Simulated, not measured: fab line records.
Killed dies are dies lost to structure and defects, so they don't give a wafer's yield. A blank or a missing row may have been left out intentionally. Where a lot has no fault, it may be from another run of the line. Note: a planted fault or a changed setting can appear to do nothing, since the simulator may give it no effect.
The same fault as seen by 2 desks ; flow gf180mcu ; what lay behind the numbers comes last; until then each desk has only its own

## DESK OF THE TOOL OWNER: krf_scanner-02
The tool's own readings at GF_M1_EXPOSE_11 (exposes mask Metal1, target cd 230 nm): means of the sampled wafers that have a number, for each lot that ran on this tool. A lot is out of limits, marked OUT, if its mean lies more than 4 standard deviations from the usual mean; the brackets give that distance.
Columns: A = exposure_dose_mJ_cm2 at GF_M1_EXPOSE_11, usual 28.15
lot;first seen here;A
L577;day 16 13:46;28.08
L580;day 17 18:00;28.06
L582;day 18 11:21;28.04
L586;day 19 19:57;26.62 (-10) OUT
L587;day 20 12:42;25.47 (-18) OUT
This desk's finding: out of limits on L586, L587; first on L586, day 19 19:57 (exposure_dose_mJ_cm2 at GF_M1_EXPOSE_11). Within limits: L577, L580, L582.

## THE METROLOGY DESK
Means of the sampled wafers that have a number, per lot and without regard to the tool the lot ran on: this is what the gauges read. A lot is out of limits, marked OUT, if its mean lies more than 4 standard deviations from the usual mean; the brackets give that distance.
Columns: A = CONTACT_CVD_02_THK at GF_CONTACT_THK_MEAS_03, usual 856 nm; B = cd_nm at GF_M1_CD_MEAS_14, usual 229.7 nm; C = M1_OVL at GF_M1_OVL_MEAS_15, usual -3 nm
lot;first seen here;A;B;C
L577;day 15 02:51;863;230.8;-3
L578;day 15 13:41;861;229.9;0
L579;day 15 19:11;854;229.5;-3
L580;day 16 06:10;866;229.1;-4
L581;day 16 13:08;861;229.0;-3
L582;day 16 23:13;854;229.9;0
L586;day 18 05:28;860;210.1 (-20) OUT;-5
L587;day 18 21:53;863;206.0 (-25) OUT;-3
L590;day 19 22:23;852;231.1;3
L592;day 20 17:26;842;229.3;-3
L594;day 21 08:01;846;229.1;-7
L598;day 22 12:37;860;228.9;-5
This desk's finding: out of limits on L586, L587; first on L586, day 20 07:22 (cd_nm at GF_M1_CD_MEAS_14). Within limits: L577, L578, L579, L580, L581, L582, L590, L592, L594, L598.

## ALL TOGETHER
At day 19 19:57, on L586, L587, the tool owner's desk was in a position to raise an alarm.
The metrology desk could have raised an alarm at day 20 07:22, on L586, L587.
GF_M1_EXPOSE_11 was run on krf_scanner-02 by each of the lots named.

## WHAT THE SIMULATOR HAD PUT IN
Process parameters drifting: krf_scanner-02 at GF_M1_EXPOSE_11, beginning at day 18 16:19. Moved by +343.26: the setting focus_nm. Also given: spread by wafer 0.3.
Lots struck among those shown: L586, L587.
Counting hours from when the fault started, the first reading out of limits came at 28 for the tool owner's desk and at 39 for the metrology desk.
